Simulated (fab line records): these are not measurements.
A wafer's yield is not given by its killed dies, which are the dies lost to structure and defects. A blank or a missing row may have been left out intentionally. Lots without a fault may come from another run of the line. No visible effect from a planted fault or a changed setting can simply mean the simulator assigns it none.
Which tool was responsible? | flow gf180mcu | 36 wafers from 13 lots sampled at 6 of the route's 602 steps

## WHAT EACH GAUGE READ, for each wafer
GF_VT_IMPLANT_OVL_MEAS_40. Usual: VT_IMPLANT_03_OVL -0.3 nm, standard deviation 1.2.
lot  | measured     | on         | VT_IMPLANT_03_OVL (nm) | flag
L411 | day 7 14:30  | overlay-02 | -0.4 -1.6 -2.5         |
L412 | day 7 19:07  | overlay-02 | -0.4 -0.3 0.4          |
L416 | day 9 05:29  | overlay-02 | -0.4 0.2 0.1           |
L417 | day 9 06:23  | overlay-02 | -1.0 -0.8 0.1          |
L418 | day 9 17:23  | overlay-02 | -0.7 -0.4 -1.2         |
L419 | day 9 17:34  | overlay-01 | 0.8 -0.6 2.5           |
L421 | day 10 13:49 | overlay-01 | 0.4 0.3 0.4            |
L423 | day 10 19:38 | overlay-02 | -0.1 1.3 0.1           |
L427 | day 11 20:35 | overlay-01 | 1.0 1.3                |
L428 | day 12 05:17 | overlay-01 | 0.9 0.1                |
L431 | day 13 01:51 | overlay-01 | -2.0 -0.1              |
L432 | day 13 10:45 | overlay-01 | 0.4 -0.3 -0.7          |
L433 | day 13 18:51 | overlay-02 | -2.2 -0.7 -3.0         |

GF_CONTACT_THK_MEAS_03. Usual: CONTACT_CVD_02_THK 858 nm, standard deviation 11.
lot  | measured     | on            | CONTACT_CVD_02_THK (nm) | flag
L411 | day 15 00:10 | film_metro-01 | 856 849 865             |
L412 | day 15 08:09 | film_metro-01 | 857 851 864             |
L416 | day 17 13:17 | film_metro-03 | 845 858 854             |
L417 | day 17 10:32 | film_metro-03 | 855 846 864             |
L418 | day 18 01:55 | film_metro-03 | 843 856 868             |
L419 | day 18 01:31 | film_metro-01 | 891 881 879             |
L421 | day 18 22:38 | film_metro-02 | 833 858 865             |
L423 | day 19 15:05 | film_metro-02 | 851 862 869             |
L427 | day 20 15:29 | film_metro-01 | 1085 862                | OFF
L428 | day 21 04:42 | film_metro-01 | 1076 870                | OFF
L431 | day 22 04:04 | film_metro-03 | 1070 868                | OFF
L432 | day 22 14:44 | film_metro-02 | 840 862 863             |
L433 | day 23 00:05 | film_metro-03 | 843 840 847             |

GF_M3_RS_MEAS_05: the measuring method here is four-point-probe. Usual: M3_ALCU_RS 0.0696 ohm/sq, standard deviation 0.0008.
lot  | measured     | on            | M3_ALCU_RS (ohm/sq)  | flag
L411 | day 20 03:11 | film_metro-03 | 0.0698 0.0683 0.0686 |
L412 | day 20 11:26 | film_metro-04 | 0.0695 0.0689 0.0683 |
L416 | day 22 21:42 | film_metro-02 | 0.0692 0.0694 0.0693 |
L417 | day 22 18:23 | film_metro-04 | 0.0692 0.0702 0.0703 |
L418 | day 23 08:10 | film_metro-02 | 0.0693 0.0694 0.0692 |
L419 | day 23 06:38 | film_metro-03 | 0.0690 0.0693 0.0698 |
L421 | day 24 04:46 | film_metro-02 | 0.0695 0.0711 0.0701 |
L423 | day 24 19:18 | film_metro-04 | 0.0691 0.0698 0.0698 |
L427 | day 25 16:54 | film_metro-02 | 0.0697 0.0714        |
L428 | day 26 05:03 | film_metro-03 | 0.0687 0.0699        |
L431 | day 27 01:29 | film_metro-04 | 0.0703 0.0691        |
L432 | day 27 11:26 | film_metro-03 | 0.0692 0.0707 0.0708 |
L433 | day 27 20:08 | film_metro-04 | 0.0692 0.0701 0.0694 |

## WHICH TOOL RAN EACH LOT (tool, then ch and the chambers of the sampled wafers, then the start)
lot  | GF_CONTACT_CVD_02               | GF_CONTACT_CMP_04             | GF_V2_SPUTTER_22
L411 | pecvd-03 ch 0,2, day 15 00:05   | cmp-01 ch 0,2, day 15 00:13   | pvd_sputter-04, day 20 02:19
L412 | pecvd-02 ch 0,2, day 15 08:04   | cmp-02 ch 2,3, day 15 08:12   | pvd_sputter-02, day 20 10:34
L416 | pecvd-02 ch 0,1,2, day 17 13:13 | cmp-01 ch 1,2, day 17 13:20   | pvd_sputter-02, day 22 20:20
L417 | pecvd-02 ch 0,1,2, day 17 10:28 | cmp-02 ch 0,2, day 17 10:39   | pvd_sputter-04, day 22 17:32
L418 | pecvd-02 ch 0,1,2, day 18 01:51 | cmp-01 ch 0,1,3, day 18 02:02 | pvd_sputter-02, day 23 07:19
L419 | pecvd-04 ch 0,1,2, day 18 01:26 | cmp-01 ch 1,2, day 18 01:35   | pvd_sputter-01, day 23 05:43
L421 | pecvd-02 ch 0,2, day 18 22:33   | cmp-02 ch 0,2, day 18 22:44   | pvd_sputter-02, day 24 03:53
L423 | pecvd-03 ch 0,2, day 19 15:01   | cmp-01 ch 0,3, day 19 15:09   | pvd_sputter-04, day 24 18:27
L427 | pecvd-03 ch 0,2, day 20 15:25   | cmp-02 ch 1,3, day 20 15:33   | pvd_sputter-04, day 25 16:02
L428 | pecvd-03 ch 0,2, day 21 04:38   | cmp-01 ch 1,3, day 21 04:49   | pvd_sputter-04, day 26 04:12
L431 | pecvd-03 ch 1,2, day 22 03:59   | cmp-02 ch 0,2, day 22 04:07   | pvd_sputter-02, day 27 00:38
L432 | pecvd-02 ch 0,2, day 22 14:40   | cmp-01 ch 2,3, day 22 14:51   | pvd_sputter-01, day 27 10:35
L433 | pecvd-04 ch 0,1, day 23 00:01   | cmp-01 ch 0,1,3, day 23 00:11 | pvd_sputter-04, day 27 19:17
- GF_CONTACT_CVD_02: deposits SiO2 from TEOS, target thk 860 nm, time 95.992 s.
- GF_CONTACT_CMP_04: polishes SiO2.
- GF_V2_SPUTTER_22: material TiN, target thk 10 nm, time 40 s.

## AS READ BY THE TOOLS THEMSELVES (means over the sampled wafers that have a number; for cases with no such wafer, the mark the record gives instead)
GF_CONTACT_CVD_02. Usual: heater_power_w 730 W, standard deviation 130; susceptor_temp_C 400.02 C, standard deviation 0.21.
lot  | tool     | heater_power_w (W) | susceptor_temp_C (C) | flag
L411 | pecvd-03 | 590                | 400.05               |
L412 | pecvd-02 | 750                | 400.13               |
L416 | pecvd-02 | 798                | 400.08               |
L417 | pecvd-02 | 778                | 399.87               |
L418 | pecvd-02 | 758                | 400.13               |
L419 | pecvd-04 | 609                | 400.13               |
L421 | pecvd-02 | 710                | 400.14               |
L423 | pecvd-03 | 649                | 400.00               |
L427 | pecvd-03 | 696                | 399.86               |
L428 | pecvd-03 | 744                | 399.87               |
L431 | pecvd-03 | 756                | 400.30               |
L432 | pecvd-02 | 682                | 400.06               |
L433 | pecvd-04 | 671                | 400.11               |

GF_CONTACT_CMP_04. Usual: head_pressure_psi 3.998 psi, standard deviation 0.0085; motor_current_A 11.9 A, standard deviation 1.4; time_to_endpoint_s 107 s, standard deviation 6.2.
lot  | tool   | head_pressure_psi (psi) | motor_current_A (A) | time_to_endpoint_s (s) | flag
L411 | cmp-01 | 3.994                   | 10.5                | 112                    |
L412 | cmp-02 | 3.986                   | 12.8                | 101                    |
L416 | cmp-01 | 4.004                   | 12.0                | 108                    |
L417 | cmp-02 | 3.997                   | 11.9                | 103                    |
L418 | cmp-01 | 3.998                   | 12.6                | 110                    |
L419 | cmp-01 | 3.987                   | 11.9                | 122                    |
L421 | cmp-02 | 3.997                   | 12.1                | 103                    |
L423 | cmp-01 | 4.001                   | 11.3                | 112                    |
L427 | cmp-02 | 4.003                   | 11.8                | 146                    | OFF
L428 | cmp-01 | 3.996                   | 13.1                | 150                    | OFF
L431 | cmp-02 | 3.984                   | 11.8                | 144                    | OFF
L432 | cmp-01 | 3.989                   | 11.6                | 111                    |
L433 | cmp-01 | 4.005                   | 12.3                | 105                    |

GF_V2_SPUTTER_22. Usual: throttle_valve_pct 29.9 %, standard deviation 1.
lot  | tool           | throttle_valve_pct (%) | flag
L411 | pvd_sputter-04 | 29.1                   |
L412 | pvd_sputter-02 | 30.2                   |
L416 | pvd_sputter-02 | 30.8                   |
L417 | pvd_sputter-04 | 30.2                   |
L418 | pvd_sputter-02 | 31.0                   |
L419 | pvd_sputter-01 | 28.8                   |
L421 | pvd_sputter-02 | 30.2                   |
L423 | pvd_sputter-04 | 29.5                   |
L427 | pvd_sputter-04 | 29.7                   |
L428 | pvd_sputter-04 | 29.9                   |
L431 | pvd_sputter-02 | 30.5                   |
L432 | pvd_sputter-01 | 29.7                   |
L433 | pvd_sputter-04 | 30.1                   |

## THE ANSWER, worked out from the rows above alone
Rule: lot off if the mean of its wafers having a number is beyond 3 standard deviations from the usual mean. A lot without any number at a reading at which 4 lots or more have one is off too. Any other lot the step has rows for is counted as sound. First the gauges in route order, then the tools' own readings, where a lot's mean is used as printed above. At the first step where some lot is off, the reading lying furthest off is the one used; lots without a number count as furthest.
Off: L427, L428, L431, at GF_CONTACT_THK_MEAS_03 (CONTACT_CVD_02_THK).
If a tool, at a process step before that reading, ran all the lots that are off and no sound lot after the first of them, it fits. The gauges at GF_CONTACT_THK_MEAS_03 aren't tried: what is off there is off at GF_CONTACT_CMP_04 too, on other tools, and a gauge's error can't cause that. One fits: pecvd-03 at GF_CONTACT_CVD_02. Its last sound lot is L423 (day 19 15:01), its first lot that is off L427 (day 20 15:25): a fault that began between those two fits.

## WHAT WAS PUT IN BY THE SIMULATOR
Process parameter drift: pecvd-03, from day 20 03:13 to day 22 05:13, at GF_CONTACT_CVD_02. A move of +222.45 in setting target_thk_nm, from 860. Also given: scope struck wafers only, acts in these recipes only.
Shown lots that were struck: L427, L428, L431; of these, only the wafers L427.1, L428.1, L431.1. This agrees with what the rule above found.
